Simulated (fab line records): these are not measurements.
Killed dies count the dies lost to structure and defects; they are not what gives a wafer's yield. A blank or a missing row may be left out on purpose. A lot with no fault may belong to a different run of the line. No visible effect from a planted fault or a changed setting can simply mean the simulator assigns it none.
Matching of chambers	flow gf180mcu	GF_V2_CMP_26 on cmp-02 has 4 sister chambers
The step polishes, stops on SiO2, t overpolish 15 s, target thk 0 nm. 8 wafers are shown with their chamber, then 11 later ones without.

WAFERS WITH THEIR CHAMBER
wafer	chamber	motorCurrentA (A)	timeToEndpointS (s)
L080.4	0	11.0	87
L083.4	3	11.2	85
L083.5	2	8.7	88
L083.6	1	11.4	80
L091.1	3	11.0	86
L091.2	2	9.3	93
L091.6	0	11.3	88
L092.2	1	11.1	72

WAFERS WITH NO CHAMBER GIVEN
wafer	motorCurrentA (A)	timeToEndpointS (s)
L092.3	10.4	81
L092.4	9.4	83
L094.1	11.1	88
L094.5	11.2	81
L094.6	9.8	90
L095.3	9.7	85
L095.5	9.1	83
L095.6	11.2	77
L097.2	11.6	81
L097.3	11.2	87
L097.6	10.6	87

THE CHAMBER EACH PASSED THROUGH
wafer	from the rows above	in truth
L092.3	can't be placed: 3 or 0 or 1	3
L092.4	2	2
L094.1	can't be placed: 0 or 3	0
L094.5	can't be placed: 3 or 1 or 0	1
L094.6	2	2
L095.3	2	2
L095.5	2	2
L095.6	1	1
L097.2	can't be placed: 1 or 3 or 0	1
L097.3	can't be placed: 0 or 3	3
L097.6	can't be placed: 3 or 0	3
Placed correctly: 5 of 11. These rows do not allow placing 6 (true chamber among the candidates in 6). Placed wrongly: 0.
How it was worked out, from the rows above alone: a wafer's distance from a chamber is the root of the sum, over the readings, of the square of ((its reading less the chamber's mean) divided by the reading's scatter). The wafer belongs to the nearest chamber; if the next one is less than 2 further off, it can't be placed. A chamber's mean is the mean of its shown wafers. How the scatter is found: for the shown wafers, subtract from each reading the mean of its chamber, square and add these, divide the total by (wafers less chambers), then take the root.
